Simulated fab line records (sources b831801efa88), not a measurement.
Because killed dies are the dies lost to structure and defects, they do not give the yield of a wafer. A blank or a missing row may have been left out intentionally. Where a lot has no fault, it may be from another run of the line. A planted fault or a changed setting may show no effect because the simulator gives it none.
One fault through the eyes of 2 desks || flow gf180mcu || every desk sees just its own numbers, and what lay behind them comes last

TOOL OWNER'S DESK, pecvd-04
The tool's own readings at GF_V5_CVD_02 (deposits SiO2 from TEOS, target thk 1450 nm, time 163.28 s): means of the sampled wafers that have a number, for each lot that ran on this tool. If a lot's mean is further than 4 standard deviations from the usual mean, the lot is out of limits and carries the mark OUT (the distance appears in the brackets).
Columns: A = heater_power_w at GF_V5_CVD_02, usual 721 W
{"lot": "L972", "first seen here": "day 26 00:28", "A": 663}
{"lot": "L973", "first seen here": "day 26 13:55", "A": 685}
{"lot": "L979", "first seen here": "day 28 11:39", "A": 700}
{"lot": "L977", "first seen here": "day 28 12:44", "A": 615}
{"lot": "L985", "first seen here": "day 30 18:46", "A": 743}
{"lot": "L986", "first seen here": "day 30 22:19", "A": 644}
{"lot": "L988", "first seen here": "day 31 19:43", "A": 648}
Result from this desk: across the 7 lots, nothing is out of limits.

AT THE METROLOGY DESK
Means of the sampled wafers that have a number, per lot and without regard to the tool the lot ran on: this is what the gauges read. If a lot's mean is further than 4 standard deviations from the usual mean, the lot is out of limits and carries the mark OUT (the distance appears in the brackets).
Columns: A = MIM_CVD_05_THK at GF_MIM_THK_MEAS_06, usual 42.0 nm; B = V5_CVD_00_THK at GF_V5_THK_MEAS_01, usual 300 nm; C = V5_CVD_02_THK at GF_V5_THK_MEAS_03, usual 1453 nm; D = V5_BOW at GF_V5_BOW_MEAS_05, usual 135 um
{"lot": "L972", "first seen here": "day 24 04:46", "A": 42.4, "B": 300, "C": 1457, "D": 130}
{"lot": "L973", "first seen here": "day 24 17:46", "A": 42.1, "B": 297, "C": 1451, "D": 129}
{"lot": "L974", "first seen here": "day 24 19:06", "A": 41.8, "B": 303, "C": 1470, "D": 140}
{"lot": "L975", "first seen here": "day 25 14:00", "A": 41.7, "B": 298, "C": 1457, "D": 148}
{"lot": "L979", "first seen here": "day 26 17:44", "A": 41.3, "B": 294, "C": 1464, "D": 136}
{"lot": "L977", "first seen here": "day 26 18:38", "A": 42.5, "B": 302, "C": 1459, "D": 124}
{"lot": "L978", "first seen here": "day 26 18:52", "A": 41.5, "B": 298, "C": 1455, "D": 134}
{"lot": "L985", "first seen here": "day 29 05:02", "A": 41.9, "B": 299, "C": 1447, "D": 126}
{"lot": "L986", "first seen here": "day 29 08:11", "A": 42.4, "B": 304, "C": "2660 (+71) OUT", "D": 138}
{"lot": "L989", "first seen here": "day 30 04:55", "A": 41.6, "B": 300, "C": 1440, "D": 129}
{"lot": "L988", "first seen here": "day 30 06:35", "A": 41.4, "B": 301, "C": "2653 (+71) OUT", "D": 134}
{"lot": "L990", "first seen here": "day 30 08:42", "A": 41.5, "B": 299, "C": 1454, "D": 128}
{"lot": "L994", "first seen here": "day 31 07:52", "A": 41.9, "B": 298, "C": 1432, "D": 126}
Per this desk, out of limits: L986, L988; the first was L986, day 30 22:26 (V5_CVD_02_THK at GF_V5_THK_MEAS_03). L972, L973, L974, L975, L979, L977, L978, L985, L989, L990, L994: within limits.

BROUGHT TOGETHER
On L986, L988, the metrology desk was in a position to raise an alarm at day 30 22:26.
The desk of the tool owner found nothing out of limits.
On record at the tool owner's desk: L986, L988, within its limits.
On pecvd-04, each named lot ran GF_V5_CVD_02.

WHAT THE SIMULATOR PUT IN
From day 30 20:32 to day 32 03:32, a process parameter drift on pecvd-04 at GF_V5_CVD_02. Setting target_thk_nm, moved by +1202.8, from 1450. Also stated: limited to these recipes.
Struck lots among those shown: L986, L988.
Hours from the fault's start to each desk's first reading out of limits: the metrology desk, 2.
